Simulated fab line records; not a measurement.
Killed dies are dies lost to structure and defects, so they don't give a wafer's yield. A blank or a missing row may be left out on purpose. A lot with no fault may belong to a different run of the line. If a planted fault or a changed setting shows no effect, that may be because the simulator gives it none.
A lot that was struck, set against a sound lot    flow sfq line    42 steps out of a route of 325
Sound: wafers L162.2, L162.3, L162.6. The struck wafers were L168.2, L168.4, L168.6. At the end, the cause is stated.
At each step with rows: each side's tool, then ch and its chambers, then its first start. Under that, the readings that differ: sound wafers    struck wafers    difference of the means    sigmas: that difference in standard deviations of wafers without a fault.
alike: words and numbers the same on both sides, and readings whose means are apart by under 2 such deviations; not compared: readings that were withheld, readings missing a value for some wafer, numbers with overlapping values and no deviation given by the record, and bounds like >300 which may hide the same value.
The two part at a step that has a row with sigmas, a row that says differs or no value, or rows on one side only. When numbers do not overlap yet have no deviation, they are printed without sigmas and do not part them. A reading missing from all wafers of one side parts the sides only when that side holds two or more wafers.

first, 6 steps without rows for these wafers: SFQ_TRILAYER_M3_LITHO_COAT_080 (resist thk 62 nm); SFQ_TRILAYER_M3_LITHO_COAT_075 (resist thk 600 nm); SFQ_TRILAYER_M3_LITHO_SOFTBAKE_079; SFQ_TRILAYER_M3_LITHO_EXPOSE_076 (exposes mask M3, target cd 500 nm); SFQ_TRILAYER_M3_LITHO_PEB_078 (peb time 60 s); SFQ_TRILAYER_M3_LITHO_DEVELOP_077 (time 60 s).
SFQ_M3_OVL_MEAS_921:
  struck on overlay-01, day 40 18:30; sound on overlay-01, day 37 18:55
  alike: M3_OVL
SFQ_TRILAYER_M3_BARC_OPEN_METAL_ETCH_100: etches BARC in O2, target depth 125 nm, time 41.7 s.
  sound on rie metal-04 ch 0,1, day 37 18:57; struck on rie metal-04 ch 0,1, day 40 18:32
  alike: drypump motor current A, oes product au
  not compared: rf hours counter h
SFQ_TRILAYER_M3_ETCH_METAL_ETCH_078: etches Nb in Cl2/Ar, stops on SiO2, target depth 240 nm, time 120 s.
  sound on rie metal-04 ch 0,1, day 37 19:01; struck on rie metal-04 ch 0,1, day 40 18:35
  alike: drypump motor current A, oes product au
  not compared: rf hours counter h
then, 3 steps without rows for these wafers: SFQ_TRILAYER_M3_STRIP_STRIP_079 (strips in O2); SFQ_TRILAYER_M3_STRIP_SOLV_CLEAN_080 (cleans in NMP, time 600 s); SFQ_TRILAYER_I3_DEP_PECVD_081 (deposits SiO2 from SiH4/N2O, time 108.9 s, target thk 500 nm).
SFQ_TRILAYER_I3_CMP_CMP_082: polishes SiO2.
  sound on cmp-02 ch 0,3, day 38 15:09; struck on cmp-01 ch 1,3, day 41 01:35
  no value came back on the struck wafers for edge zone pressure frac, head pressure psi (psi), motor current A (A), time to endpoint s (s); on the sound wafers edge zone pressure frac reads 0.998 1.011 1.002
reading                                              sound              struck           difference  sigmas
model.SiO2_of_TRILAYER_I3_DEP_PECVD_081.thk nm (nm)  196.8 199.6 200.1  485 489.9 491.3  +290        
SFQ_I3_BOW_MEAS_922:
  struck on film metro-01, day 41 04:07; sound on film metro-01, day 38 18:10
  alike: I3_BOW
SFQ_TRILAYER_I3_METRO_MEASURE_083:
  struck on film metro-01, day 41 04:25; sound on film metro-01, day 38 18:28
reading      sound              struck             difference  sigmas
thk nm (nm)  196.9 199.7 199.9  485.2 489.9 491.0  +289.9      +99 or more
then, 6 steps without rows for these wafers: SFQ_TRILAYER_I3_VIA_LITHO_COAT_090 (resist thk 62 nm); SFQ_TRILAYER_I3_VIA_LITHO_COAT_085 (resist thk 650 nm); SFQ_TRILAYER_I3_VIA_LITHO_SOFTBAKE_089; SFQ_TRILAYER_I3_VIA_LITHO_EXPOSE_086 (exposes mask I3, target cd 500 nm); SFQ_TRILAYER_I3_VIA_LITHO_PEB_088 (peb time 60 s); SFQ_TRILAYER_I3_VIA_LITHO_DEVELOP_087 (time 60 s).
-- the record jumps here: 5 days lie between the struck wafers' starts before and after --
SFQ_I3_OVL_MEAS_923:
  struck on overlay-02, day 46 16:13; sound on overlay-01, day 44 07:49
  alike: I3_OVL
then, 1 step without rows for these wafers: SFQ_TRILAYER_I3_VIA_BARC_OPEN_VIA_ETCH_121 (etches BARC in O2, target depth 125 nm, time 41.7 s).
SFQ_TRILAYER_I3_VIA_ETCH_VIA_ETCH_088: etches SiO2 in CHF3, stops on Nb, target depth 260 nm.
  sound on rie diel-03 ch 0,1,3, day 44 07:53; struck on rie diel-02 ch 0,2, day 46 16:17
reading                         sound              struck             difference  sigmas
oes product au (a.u.)           0.848 0.856 0.858  1.618 1.657 1.636  +0.783      +99 or more
model.I3.feature depth nm (nm)  196.8 199.6 200.1  257 263.5 262.5    +62         
model.etch.depth nm (nm)        196.8 199.6 200.1  257 263.5 262.5    +62         
  alike: drypump motor current A
SFQ_TRILAYER_I3_VIA_STRIP_STRIP_089: strips in O2.
  sound on rie metal-03 ch 0,1, day 44 08:00; struck on rie metal-03 ch 0,1, day 46 16:24
  alike: drypump motor current A, oes product au
  not compared: rf hours counter h
then, 1 step without rows for these wafers: SFQ_TRILAYER_I3_VIA_STRIP_SOLV_CLEAN_090 (cleans in NMP, time 600 s).
SFQ_TRILAYER_M4_DEP_PRE_CLEAN_092: time 22.5 s.
  struck on pvd sputter-05, day 46 17:10; sound on pvd sputter-05, day 44 08:46
reading                                              sound              struck             difference  sigmas
model.SiO2_of_TRILAYER_I3_DEP_PECVD_081.thk nm (nm)  189.3 192.1 192.6  477.5 482.4 483.8  +289.9      
SFQ_TRILAYER_M4_DEP_SPUTTER_091: material Nb, target thk 200 nm, time 133.3 s.
  struck on pvd sputter-05, day 46 17:12; sound on pvd sputter-05, day 44 08:48
  alike: substrate temp c, throttle valve pct
SFQ_M4_RS_MEAS_924: measurement is done with a four-point probe.
  struck on film metro-03, day 46 17:19; sound on film metro-02, day 44 08:55
  alike: M4_NB_RS
then, 6 steps without rows for these wafers: SFQ_TRILAYER_M4_LITHO_COAT_098 (resist thk 62 nm); SFQ_TRILAYER_M4_LITHO_COAT_093 (resist thk 600 nm); SFQ_TRILAYER_M4_LITHO_SOFTBAKE_097; SFQ_TRILAYER_M4_LITHO_EXPOSE_094 (exposes mask M4, target cd 500 nm); SFQ_TRILAYER_M4_LITHO_PEB_096 (peb time 60 s); SFQ_TRILAYER_M4_LITHO_DEVELOP_095 (time 60 s).
-- the record jumps here: 6 days lie between the struck wafers' starts before and after --
SFQ_M4_OVL_MEAS_926:
  struck on overlay-02, day 52 12:11; sound on overlay-01, day 50 08:56
reading      sound     struck  difference  sigmas
M4_OVL (nm)  -4 -6 -5  5 8 7   +12         +2
then, 1 step without rows for these wafers: SFQ_TRILAYER_M4_BARC_OPEN_METAL_ETCH_123 (etches BARC in O2, target depth 125 nm, time 41.7 s).
SFQ_TRILAYER_M4_ETCH_METAL_ETCH_096: etches Nb in Cl2/Ar, stops on SiO2, target depth 240 nm, time 120 s.
  sound on rie metal-01 ch 1, day 50 09:01; struck on rie metal-01 ch 0,1, day 52 12:16
  alike: drypump motor current A, oes product au
  not compared: rf hours counter h
then, 3 steps without rows for these wafers: SFQ_TRILAYER_M4_STRIP_STRIP_097 (strips in O2); SFQ_TRILAYER_M4_STRIP_SOLV_CLEAN_098 (cleans in NMP, time 600 s); SFQ_TRILAYER_I4_DEP_PECVD_099 (deposits SiO2 from SiH4/N2O, time 111.11 s, target thk 500 nm).
-- the record jumps here: 31 days lie between the struck wafers' starts before and after --
SFQ_M8_BOW_MEAS_951:
  struck on film metro-03, day 83 16:36; sound on film metro-03, day 81 07:01
reading                  sound             struck             difference  sigmas
model.etest.i3.link ohm  1.956 1.96 1.962  1e+06 1e+06 1e+06  +1e+06      
  alike: M8_BOW

## WHERE THEY PART
Last at SFQ_M4_OVL_MEAS_926 as far as this record goes, first at SFQ_TRILAYER_I3_CMP_CMP_082. Later steps at which nothing parts them and some readings are alike: SFQ_TRILAYER_M4_ETCH_METAL_ETCH_096, SFQ_M8_BOW_MEAS_951.

WHY: what the simulator had put in
Skipped step whole: cmp-01, from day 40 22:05 on, at SFQ_TRILAYER_I3_CMP_CMP_082. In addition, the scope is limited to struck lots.
